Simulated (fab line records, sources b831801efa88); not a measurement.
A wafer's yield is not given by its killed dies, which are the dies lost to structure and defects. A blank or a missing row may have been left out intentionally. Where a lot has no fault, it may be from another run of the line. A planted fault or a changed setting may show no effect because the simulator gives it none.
What tool caused it?	flow sky130	11 lots, 33 wafers sampled, at 5 steps of a route of 708

## WHAT THE GAUGES SHOWED, per wafer
SKY_CONTACT_OVL_MEAS_15.
lot	measured	on	CONTACT_OVL (nm)
L375	day 32 07:37	overlay-01	-3 5 7
L377	day 33 03:27	overlay-01	13 11 11
L376	day 33 05:01	overlay-01	6 7 8
L381	day 33 23:22	overlay-01	-3 -6 -4
L380	day 34 02:12	overlay-02	4 2 -2
L382	day 34 10:59	overlay-02	1 7 -5
L386	day 35 16:34	overlay-02	6 9 9
L387	day 36 01:22	overlay-02	-1 3 -4
L389	day 36 14:28	overlay-01	4 -4 6
L392	day 37 09:11	overlay-01	3 7 0
L394	day 37 21:21	overlay-01	-8 -9 -10

SKY_METAL1_OVL_MEAS_16.
lot	measured	on	METAL1_OVL (nm)
L375	day 33 12:31	overlay-02	-1 -1 -1
L377	day 34 08:12	overlay-01	12 5 0
L376	day 34 09:52	overlay-01	-7 -4 0
L381	day 35 04:06	overlay-02	-10 -1 -4
L380	day 35 05:51	overlay-01	5 10 0
L382	day 35 15:12	overlay-02	-4 4 1
L386	day 36 20:40	overlay-02	-3 3 -5
L387	day 37 04:49	overlay-01	-3 -8 -5
L389	day 37 17:31	overlay-02	7 14 14
L392	day 38 13:10	overlay-01	11 3 4
L394	day 39 00:18	overlay-01	3 -2 2

SKY_PASSIVATION_THK_MEAS_03.
lot	measured	on	PASSIVATION_CVD_02_THK (nm)
L375	day 44 12:16	film metro-02	533 539 535
L377	day 45 05:41	film metro-03	546 535 541
L376	day 45 06:55	film metro-03	533 540 544
L381	day 45 19:32	film metro-02	537 537 530
L380	day 45 21:13	film metro-02	536 544 550
L382	day 46 04:20	film metro-02	542 535 546
L386	day 47 05:52	film metro-01	416 415 417
L387	day 47 10:05	film metro-03	420 425 430
L389	day 47 20:52	film metro-02	539 536 547
L392	day 48 11:17	film metro-01	537 536 547
L394	day 48 20:42	film metro-03	539 548 549

## TOOL THAT RAN EACH LOT (tool first, then ch and the chambers of the sampled wafers, then the start)
lot	SKY_CONTACT_ETCH_16	SKY_PASSIVATION_CVD_02
L375	rie diel-02 ch 0,3, day 32 07:39	pecvd-03 ch 2, day 44 11:55
L377	rie diel-02 ch 0,1,3, day 33 03:29	pecvd-04 ch 1,2, day 45 05:27
L376	rie diel-01 ch 2,3, day 33 05:03	pecvd-04 ch 1,2, day 45 06:41
L381	rie diel-02 ch 1,2,3, day 33 23:24	pecvd-03 ch 0,1,2, day 45 19:19
L380	rie diel-01 ch 0,3, day 34 02:14	pecvd-01 ch 0,2, day 45 20:52
L382	rie diel-01 ch 0,1,3, day 34 11:01	pecvd-01 ch 1,2, day 46 04:07
L386	rie diel-01 ch 1,2,3, day 35 16:36	pecvd-04 ch 0,1,2, day 47 05:37
L387	rie diel-02 ch 1,2, day 36 01:24	pecvd-04 ch 0,2, day 47 09:50
L389	rie diel-04 ch 0,1,2, day 36 14:30	pecvd-01 ch 1,2, day 47 20:38
L392	rie diel-01 ch 1,2,3, day 37 09:13	pecvd-01 ch 1,2, day 48 10:57
L394	rie diel-04 ch 0,1, day 37 21:23	pecvd-01 ch 1, day 48 20:21
- SKY_CONTACT_ETCH_16: etches BARC in N2/H2, stops on SiO2, time 45.9 s, target depth 60 nm.
- SKY_PASSIVATION_CVD_02: deposits Si3N4, target thk 540 nm.

## WHAT THE TOOLS THEMSELVES READ (means of the sampled wafers that have a number; where no wafer has one, the mark that the record gives instead)
SKY_CONTACT_ETCH_16.
lot	tool	drypump motor current A (A)	oes product au (a.u.)	throttle valve pct (%)
L375	rie diel-02	5.6	0.856	13.219
L377	rie diel-02	5.5	0.853	13.223
L376	rie diel-01	5.8	0.852	13.230
L381	rie diel-02	5.7	0.855	13.218
L380	rie diel-01	5.6	0.857	13.219
L382	rie diel-01	6.0	0.854	13.218
L386	rie diel-01	5.7	0.855	13.227
L387	rie diel-02	5.6	0.854	13.220
L389	rie diel-04	5.8	0.856	13.224
L392	rie diel-01	5.7	0.856	13.225
L394	rie diel-04	5.6	0.855	13.230

SKY_PASSIVATION_CVD_02.
lot	tool	heater power w (W)
L375	pecvd-03	715
L377	pecvd-04	680
L376	pecvd-04	680
L381	pecvd-03	671
L380	pecvd-01	787
L382	pecvd-01	784
L386	pecvd-04	709
L387	pecvd-04	683
L389	pecvd-01	815
L392	pecvd-01	868
L394	pecvd-01	783

## THE ANSWER, worked out from the rows above alone
Rule: usual is defined by the lots themselves. The widest of any qualifying gaps counts: lots, ordered by their means at a reading, are off when they make up no more than a third of the lots, leave a main group of 4 or more, and stand apart from it by 3 or more times the standard deviation of that group's means. A main group is skipped when, at the precision printed for the reading in the tables above, its means are all equal. Also off: a lot with no number at a reading for which 4 or more lots have one. All remaining lots with rows at the step are treated as sound. After the gauges, taken in route order, come the tools' own readings; for these a lot's mean is taken, as printed above. At the first step where some lot is off, the reading lying furthest off is the one used; lots without a number count as furthest.
Off: at SKY_PASSIVATION_THK_MEAS_03 (PASSIVATION_CVD_02_THK), L386, L387. Mean 540 nm and standard deviation 3.2 in the main group.
A tool fits if, at a process step before that reading, it ran every lot that is off, and no sound lot after the first of them. Gauges at SKY_PASSIVATION_THK_MEAS_03: tried the same way as those tools. One fits: SKY_PASSIVATION_CVD_02 on pecvd-04. A fault onset in the window from L376 (day 45 06:41, its last sound lot) to L386 (day 47 05:37, its first lot off) fits.

## WHAT HAD BEEN PUT IN BY THE SIMULATOR
Process parameters drifting: pecvd-04 at SKY_PASSIVATION_CVD_02, beginning at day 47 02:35. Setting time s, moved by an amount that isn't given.
Shown lots that were struck: L386, L387. The same result came from the rule above.
